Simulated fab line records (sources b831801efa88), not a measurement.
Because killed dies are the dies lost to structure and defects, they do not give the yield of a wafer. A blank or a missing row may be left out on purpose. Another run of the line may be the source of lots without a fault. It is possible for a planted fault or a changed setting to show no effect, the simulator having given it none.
fab line records    flow sky130
[record] lots = 14  wafers = 42  last_day = 50
route steps=708 shown SONOS_ONO@170 PAD_OPEN@708
lots that met no fault: from a run of the same line without faults
start_h: hours from the record's first day to the start of the lot's first wafer shown    wait_h: hours since the lot's step before    " the same as in the row above    L1.1+2: a row that stands for several wafers    - either no value or no given start    * or withheld: withheld    < > ~ a bound
route shown NAME@n: names a module that has steps shown in the file, with the first one's number in the route    usual: average and standard deviation across the fault-free wafers    same: alike in all rows    chamber/n: place in a boat    sites: each site's reading    _std_site: standard deviation of those values    _edge_site: mean of outer sites minus mean of inner sites    radius_mm: how far each site lies from the wafer's centre    mask NAME#n: copy n    behind: tool/chamber where the wafer was last shaped    hold: why the lot went on hold/how many hours it stayed there/how the hold came to an end    device: names the non-switching transistor (n, p or np)    end of line: tests run on the same wafers once the route is complete    step lacking rows: just its recipe    killed: dies that structure and defects cost at the first sort, which is not the same as the wafer's yield    map: dies across one wafer; x = killed, . = not, _ = none there
set.NAME: the setting as run; set.NAME@STEP: as run at that earlier step    model.NAME: the simulator's own value behind a step, which no gauge read
a sample of lots followed through the steps of the route, with each step as a table and each wafer as a row
services: when a tool's chamber went out of use (start_h, in hours from the record's first day, below 0 if earlier), for how many hours, and the reason
[[steps]]
[step SKY_SONOS_ONO_CVD_02]
[recipe] material = Si3N4  precursor = DCS/NH3  target_thk_nm = 10.5  temp_c = 770  time_s = 180  pressure_mtorr = 250
[usual] pressure_mtorr = 250.1/0.48
lot.wafer  tool      chamber  start_h  wait_h  pressure_mtorr
L293.2     lpcvd-02  1        257.06   1.3     250.6
L293.3     "         1        "        "       250.1
L293.6     "         1        "        "       250.1
L294.2     lpcvd-02  0        261.52   0.0     249.9
L294.4     "         0        "        "       249.9
L294.5     "         0        "        "       249.9
L295.2     lpcvd-02  1        270.00   0.0     249.9
L295.3     "         1        "        "       250.6
L295.6     "         1        "        "       249.4
L296.2     lpcvd-02  0        284.72   0.0     249.7
L296.5     "         0        "        "       249.9
L296.6     "         0        "        "       249.6
L297.1     lpcvd-02  1        293.76   1.8     250.1
L297.2     "         1        "        "       249.2
L297.3     "         1        "        "       250.2
L299.4     lpcvd-02  0        297.96   0.3     249.6
L299.5     "         0        "        "       249.7
L299.6     "         0        "        "       250.0
L300.1     lpcvd-02  1        311.04   1.6     249.1
L300.2     "         1        "        "       250.9
L300.3     "         1        "        "       250.3
L301.1     lpcvd-02  1        327.73   9.7     199.3
L301.3     "         1        "        "       200.5
L301.6     "         1        "        "       200.7
L303.1     lpcvd-02  1        334.91   1.6     200.8
L303.5     "         1        "        "       200.2
L303.6     "         1        "        "       200.7
L311.1     lpcvd-02  0        399.24   0.5     250.2
L311.2     "         0        "        "       250.4
L311.4     "         0        "        "       250.6
L312.1     lpcvd-02  1        413.20   1.2     250.3
L312.5     "         1        "        "       249.8
L312.6     "         1        "        "       249.8
L313.1     lpcvd-02  0        418.66   1.1     250.2
L313.2     "         0        "        "       249.9
L313.4     "         0        "        "       250.1
L315.4     lpcvd-02  1        431.16   1.1     250.1
L315.5     "         1        "        "       249.7
L315.6     "         1        "        "       250.1
L316.4     lpcvd-02  1        439.25   0.0     250.0
L316.5     "         1        "        "       249.9
L316.6     "         1        "        "       250.1
[step SKY_SONOS_ONO_THK_MEAS_03]
[recipe] reads = Si3N4_of_SONOS_ONO_CVD_02
[usual] SONOS_ONO_CVD_02_THK = 10.53/0.17
lot.wafer  tool           chamber  start_h  wait_h  SONOS_ONO_CVD_02_THK[nm]
L293.2     film_metro-04  -        258.12   0.0     10.52
L293.3     "              -        "        "       10.47
L293.6     "              -        "        "       10.42
L294.2     film_metro-02  -        262.58   0.0     10.67
L294.4     "              -        "        "       10.83
L294.5     "              -        "        "       10.79
L295.2     film_metro-04  -        271.06   0.0     10.64
L295.3     "              -        "        "       10.71
L295.6     "              -        "        "       10.64
L296.2     film_metro-04  -        285.78   0.0     10.54
L296.5     "              -        "        "       10.37
L296.6     "              -        "        "       10.42
L297.1     film_metro-04  -        294.81   0.0     10.48
L297.2     "              -        "        "       10.65
L297.3     "              -        "        "       10.69
L299.4     film_metro-01  -        299.04   0.0     10.76
L299.5     "              -        "        "       10.70
L299.6     "              -        "        "       10.67
L300.1     film_metro-04  -        312.09   0.0     10.49
L300.2     "              -        "        "       10.72
L300.3     "              -        "        "       10.64
L301.1     film_metro-01  -        328.78   0.0     9.42
L301.3     "              -        "        "       9.56
L301.6     "              -        "        "       9.65
L303.1     film_metro-04  -        335.96   0.0     9.71
L303.5     "              -        "        "       9.81
L303.6     "              -        "        "       9.88
L311.1     film_metro-02  -        400.29   0.0     10.37
L311.2     "              -        "        "       10.32
L311.4     "              -        "        "       10.60
L312.1     film_metro-04  -        414.25   0.0     10.50
L312.5     "              -        "        "       10.36
L312.6     "              -        "        "       10.40
L313.1     film_metro-01  -        419.71   0.0     10.67
L313.2     "              -        "        "       10.60
L313.4     "              -        "        "       10.70
L315.4     film_metro-04  -        432.77   0.0     10.97
L315.5     "              -        "        "       10.83
L315.6     "              -        "        "       10.93
L316.4     film_metro-02  -        440.33   0.0     10.33
L316.5     "              -        "        "       10.49
L316.6     "              -        "        "       10.48
[step SKY_PAD_OPEN_PROBE_99]
[usual] killed_at_M0_to_M3 = 42/7  killed_at_M4_up = 3.2/1.6  killed_at_contacts = 24/5.8  killed_at_front_end = 16/4.3  killed_at_other = 0.3/0.62  killed_dies = 86/9.5  killed_open = 46/6.4  killed_short = 39/6.3
[same] gross_dies = 492  killed_at_back_side = 0
lot.wafer  tool       chamber  start_h  wait_h  killed_at_M0_to_M3  killed_at_M4_up  killed_at_contacts  killed_at_front_end  killed_at_other  killed_dies  killed_open  killed_short
L293.2     prober-02  -        1077.56  0.1     36                  1                20                  15                   0                72           44           28
L293.3     prober-02  -        1077.61  0.2     42                  2                22                  15                   0                81           41           40
L293.6     prober-02  -        1077.76  0.2     43                  4                26                  19                   0                92           52           40
L295.2     prober-02  -        1092.11  0.1     43                  3                23                  14                   0                83           49           34
L295.3     prober-02  -        1092.16  0.2     48                  3                21                  6                    0                78           38           40
L295.6     prober-02  -        1092.31  0.2     40                  2                36                  15                   0                93           49           44
L296.2     prober-01  -        1102.87  0.1     38                  1                13                  23                   0                75           43           32
L296.5     prober-01  -        1103.02  0.2     37                  3                23                  25                   2                90           52           38
L296.6     prober-01  -        1103.07  0.2     56                  2                24                  21                   0                103          60           41
L299.4     prober-01  -        1114.53  0.2     43                  5                28                  14                   1                91           47           44
L299.5     prober-01  -        1114.58  0.2     30                  2                25                  21                   1                79           42           36
L299.6     prober-01  -        1114.63  0.2     38                  7                33                  21                   0                99           53           44
L311.1     prober-02  -        1183.32  0.1     52                  2                27                  10                   0                91           60           31
L311.2     prober-02  -        1183.37  0.1     42                  5                20                  15                   1                83           46           37
L311.4     prober-02  -        1183.47  0.2     36                  6                20                  22                   0                84           45           38
// killed by level:class
L293.2 VIA2:geometric_particle:open=10 CONTACT:geometric_particle:open=8 VIA1:geometric_particle:open=8 VIA3:geometric_particle:open=5 CONTACT:geometric_particle:short=5 FIELD_ISO:geometric_particle:open=4 FIELD_ISO:geometric_particle:short=3 SPACER:geometric_particle:short=3
L293.3 VIA3:geometric_particle:open=9 CONTACT:geometric_particle:open=8 VIA2:geometric_particle:open=6 VIA2:geometric_particle:short=6 POLY_GATE:geometric_particle:short=5 LI_CONTACT:geometric_particle:open=5 CONTACT:geometric_particle:short=4 VIA3:geometric_particle:short=4
L293.6 VIA1:geometric_particle:open=15 CONTACT:geometric_particle:open=12 VIA2:geometric_particle:open=8 POLY_GATE:geometric_particle:open=7 FIELD_ISO:geometric_particle:short=5 LI_CONTACT:geometric_particle:open=4 POLY_GATE:geometric_particle:short=4 LI_CONTACT:geometric_particle:short=4
L295.2 VIA1:geometric_particle:open=13 CONTACT:geometric_particle:open=10 VIA2:geometric_particle:open=8 CONTACT:geometric_particle:short=6 METAL1:geometric_particle:short=5 POLY_GATE:geometric_particle:short=4 LI_CONTACT:geometric_particle:open=4 VIA3:geometric_particle:short=4
L295.3 VIA1:geometric_particle:open=13 VIA2:geometric_particle:open=7 VIA3:geometric_particle:short=6 CONTACT:geometric_particle:open=6 LOCAL_INTERCONNECT:geometric_particle:short=5 CONTACT:geometric_particle:short=5 VIA1:geometric_particle:short=5 LI_CONTACT:geometric_particle:open=4
L295.6 LOCAL_INTERCONNECT:geometric_particle:short=10 CONTACT:geometric_particle:open=9 VIA2:geometric_particle:open=7 LI_CONTACT:geometric_particle:open=6 CONTACT:geometric_particle:short=6 VIA3:geometric_particle:open=6 METAL1:geometric_particle:short=5 VIA1:geometric_particle:short=5
L296.2 VIA1:geometric_particle:open=9 VIA3:geometric_particle:open=9 METAL1:geometric_particle:short=7 VIA2:geometric_particle:open=6 FIELD_ISO:geometric_particle:short=5 POLY_GATE:geometric_particle:open=5 FIELD_ISO:geometric_particle:open=4 CONTACT:geometric_particle:short=4
L296.5 CONTACT:geometric_particle:open=12 FIELD_ISO:geometric_particle:short=6 LI_CONTACT:geometric_particle:open=6 FIELD_ISO:geometric_particle:open=5 POLY_GATE:geometric_particle:short=5 VIA3:geometric_particle:open=5 VIA1:geometric_particle:open=5 VIA2:geometric_particle:open=5
L296.6 VIA3:geometric_particle:open=16 LI_CONTACT:geometric_particle:open=10 METAL2:geometric_particle:short=7 CONTACT:geometric_particle:open=7 FIELD_ISO:geometric_particle:open=6 VIA1:geometric_particle:open=5 VIA2:geometric_particle:open=5 METAL1:geometric_particle:short=4
L299.4 CONTACT:geometric_particle:open=12 VIA1:geometric_particle:open=10 METAL2:geometric_particle:short=9 METAL1:geometric_particle:short=6 LI_CONTACT:geometric_particle:open=5 CONTACT:geometric_particle:short=5 VIA1:geometric_particle:short=5 FIELD_ISO:geometric_particle:open=4
L299.5 VIA1:geometric_particle:open=11 POLY_GATE:geometric_particle:open=8 CONTACT:geometric_particle:open=8 VIA1:geometric_particle:short=7 CONTACT:geometric_particle:short=6 LOCAL_INTERCONNECT:geometric_particle:short=5 FIELD_ISO:geometric_particle:short=4 LI_CONTACT:geometric_particle:open=4
L299.6 CONTACT:geometric_particle:open=14 VIA3:geometric_particle:open=8 LI_CONTACT:geometric_particle:open=7 VIA1:geometric_particle:open=7 LOCAL_INTERCONNECT:geometric_particle:short=6 POLY_GATE:geometric_particle:short=5 METAL4:geometric_particle:short=5 METAL2:geometric_particle:short=5
L311.1 VIA1:geometric_particle:open=15 VIA3:geometric_particle:open=13 CONTACT:geometric_particle:open=11 CONTACT:geometric_particle:short=6 METAL1:geometric_particle:short=5 LI_CONTACT:geometric_particle:open=4 METAL2:geometric_particle:short=4 VIA2:geometric_particle:open=4
L311.2 CONTACT:geometric_particle:open=9 VIA1:geometric_particle:open=7 METAL2:geometric_particle:short=6 FIELD_ISO:geometric_particle:open=5 METAL1:geometric_particle:short=5 VIA2:geometric_particle:open=5 POLY_GATE:geometric_particle:short=4 LI_CONTACT:geometric_particle:open=4
L311.4 VIA1:geometric_particle:open=9 CONTACT:geometric_particle:open=8 FIELD_ISO:geometric_particle:open=6 VIA1:geometric_particle:short=6 POLY_GATE:geometric_particle:open=5 LI_CONTACT:geometric_particle:open=5 FIELD_ISO:geometric_particle:short=4 POLY_GATE:geometric_particle:short=4
[[services]]
tool      chamber  start_h  hours  kind
lpcvd-02  -        315.61   4.3    pm
lpcvd-02  -        319.94   6.0    pm
[[key]]
[first_sign] step = SKY_SONOS_ONO_CVD_02  reading = pressure_mtorr  direction = down  sigmas = 99+  usual = 250.1  struck = 200.3
[effect] step = SKY_SONOS_ONO_THK_MEAS_03  reading = SONOS_ONO_CVD_02_THK  direction = down  sigmas = 5.1  usual = 10.53  struck = 9.67
met_at SKY_SONOS_ONO_CVD_02
struck_lots L301,L303
struck_wafers L301.1,L301.3,L301.6,L303.1,L303.5,L303.6
tester_left_out L301,L303
onset_between 311.04 327.73
[fault] kind = process_parameter_drift  tool = lpcvd-02  chamber = 1  onset_h = 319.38  steps = SKY_SONOS_ONO_CVD_02  channel = pressure_mtorr  offset = -50  shape = step  end_h = 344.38  acts_in = these_recipes_only  stated = 250
// tester_left_out: of these lots the tester's yield and bins aren't shown, on N5 and GAA mostly nor the transistor test; their killed dies are dies lost to structure and defects alone, not to doping, threshold or leakage, so they don't give the yield
